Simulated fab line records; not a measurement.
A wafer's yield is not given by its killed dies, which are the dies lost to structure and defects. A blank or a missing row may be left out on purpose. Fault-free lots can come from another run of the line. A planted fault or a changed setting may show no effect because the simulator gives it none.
The same fault as seen by 2 desks ; flow gf180mcu ; what lay behind the numbers comes last; until then each desk has only its own

== FROM THE METROLOGY DESK ==
Lot by lot, what the gauges showed, no matter which tool ran the lot: averages of those sampled wafers that carry a number. Any lot whose mean is over 4 standard deviations away from the usual mean is out of limits and marked OUT; that distance is given in the brackets.
Columns: A = cdNm at GF_M5_CD_MEAS_07, usual 280.3 nm
lot;first seen here;A
L173;day 26 12:23;280.4
L174;day 26 19:25;280.4
L181;day 28 23:42;279.1
L182;day 29 07:12;278.0
L183;day 29 18:41;280.8
L186;day 30 15:50;280.3
L187;day 31 00:14;281.8
L188;day 31 01:38;279.5
L190;day 31 17:14;278.2
L192;day 32 01:13;280.8
L193;day 32 09:22;281.6
L194;day 32 13:58;280.8
L195;day 32 17:20;282.0
L196;day 33 05:08;279.1
This desk's verdict: no lot among the 14 shows anything out of limits.

== FOR THE TOOL OWNER'S DESK: rieDiel-02 ==
The tool's own readings at GF_HV_LDD_ETCHBACK_58 (etches Si3N4 in CH3F/O2, stops on SiO2, time 100 s, target depth 90 nm): means of the sampled wafers that have a number, for each lot that ran on this tool. Any lot whose mean is over 4 standard deviations away from the usual mean is out of limits and marked OUT; that distance is given in the brackets.
Columns: A = drypumpMotorCurrentA at GF_HV_LDD_ETCHBACK_58, usual 5.6 A; B = oesProductAu at GF_HV_LDD_ETCHBACK_58, usual 0.843 a.u.; C = throttleValvePct at GF_HV_LDD_ETCHBACK_58, usual 10.561 %
lot;first seen here;A;B;C
L173;day 12 14:25;5.7;0.843;10.560
L174;day 12 20:55;5.6;0.841;10.558
L182;day 15 12:19;5.4;0.843;10.567
L183;day 16 03:16;6.0;0.844;10.554
L192;day 19 03:07;5.7;0.843;10.556
This desk's verdict: no lot among the 5 shows anything out of limits.

== ALL TOGETHER ==
The metrology desk saw nothing out of limits.
Nothing out of limits was seen by the tool owner's desk.

== WHAT WAS PUT IN BY THE SIMULATOR ==
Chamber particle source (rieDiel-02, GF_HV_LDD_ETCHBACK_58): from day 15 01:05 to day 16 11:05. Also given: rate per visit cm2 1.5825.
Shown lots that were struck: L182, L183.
